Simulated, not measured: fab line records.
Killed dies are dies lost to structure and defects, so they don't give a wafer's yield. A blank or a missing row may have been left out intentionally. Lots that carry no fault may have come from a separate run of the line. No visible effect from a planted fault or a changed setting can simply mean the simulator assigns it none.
Check of tool commonality ; flow gf180mcu ; Sample size 11 lots and 33 wafers

REASON IT WAS OPENED
On 2 of the 11 lots, a flag is raised at GF_M1_CD_MEAS_14 on the reading cd-nm. No-fault wafers: 230.0 nm, standard deviation 1.1.
Rule: a lot gets a flag if all its wafers with a number sit over 4 standard deviations from that mean, or if no wafer of it has a number. The rest of the lots are taken to be sound.

lot;measured;on;cd-nm (nm), wafer by wafer;flag
L253;day 17 16:37;cd-sem-02;229.5 229.7 230.3;
L254;day 17 21:50;cd-sem-02;229.7 229.2 229.2;
L255;day 18 19:43;cd-sem-01;229.2 230.4 231.0;
L256;day 19 00:10;cd-sem-01;229.7 230.0 229.5;
L258;day 19 13:50;cd-sem-01;230.1 229.4 229.5;
L257;day 19 17:45;cd-sem-01;231.8 230.8 230.8;
L259;day 19 21:17;cd-sem-01;230.6 231.0 230.4;
L262;day 21 00:47;cd-sem-02;230.1 230.2 230.2;
L267;day 22 20:38;cd-sem-01;249.5 250.3 248.4;FLAGGED
L268;day 23 07:28;cd-sem-02;250.3 250.3 251.3;FLAGGED
L274;day 25 03:53;cd-sem-02;228.7 229.5 229.4;
On average the flagged lots' numbers are 250.0 nm, which is +20.0 nm against the usual, or +18 standard deviations.

TOOL THAT RAN EACH LOT
The record holds 1 process step before the reading, out of a route of 602 steps. Cell contents, in order: the tool; ch with the chambers the sampled wafers went through; the start.
lot;flag;GF_M1_EXPOSE_11
L253;;krf-scanner-02 ch 0, day 17 05:00
L254;;krf-scanner-02 ch 0, day 17 10:02
L255;;krf-scanner-01 ch 0, day 18 07:49
L256;;krf-scanner-01 ch 0, day 18 11:58
L258;;krf-scanner-01 ch 0, day 19 01:38
L257;;krf-scanner-01 ch 0, day 19 05:21
L259;;krf-scanner-02 ch 0, day 19 09:04
L262;;krf-scanner-01 ch 0, day 20 12:14
L267;FLAGGED;krf-scanner-02 ch 0, day 22 08:44
L268;FLAGGED;krf-scanner-02 ch 0, day 22 20:19
L274;;krf-scanner-01 ch 0, day 24 16:39
What is done by these steps:
- GF_M1_EXPOSE_11: exposes mask Metal1, target cd 230 nm.
- GF_M1_CD_MEAS_14: target cd 230 nm.

FLAGGED OVER TOTAL, TOOL BY TOOL (the gauges that took the reading come last)
step;tool;lots run;flagged;share of the flagged lots;sound lots run after its first flagged lot
GF_M1_EXPOSE_11;krf-scanner-01;6;0;none;-
GF_M1_EXPOSE_11;krf-scanner-02;5;2;all;0
GF_M1_CD_MEAS_14;cd-sem-01;6;1;some;0
GF_M1_CD_MEAS_14;cd-sem-02;5;1;some;1 (L274)

WHAT THE TABLE ALLOWS
All flagged lots share 1 row of the table, namely krf-scanner-02 at GF_M1_EXPOSE_11.
- krf-scanner-02 at GF_M1_EXPOSE_11 ran 5 lots, 2 of them flagged. Its last sound lot is L259 (day 19 09:04), its first flagged lot L267 (day 22 08:44): a fault that began between those two fits. Its own readings (exposure-dose-mJ-cm2) fall more than 4 standard deviations out on all wafers of the flagged lots.
Left over: one tool, krf-scanner-02 at GF_M1_EXPOSE_11.

WHAT THE SIMULATOR PUT IN
Drift in process parameters on krf-scanner-02 at GF_M1_EXPOSE_11, starting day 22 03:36. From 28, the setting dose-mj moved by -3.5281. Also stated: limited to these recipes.
Shown lots that were struck: L267, L268. The rule above reached the same finding.
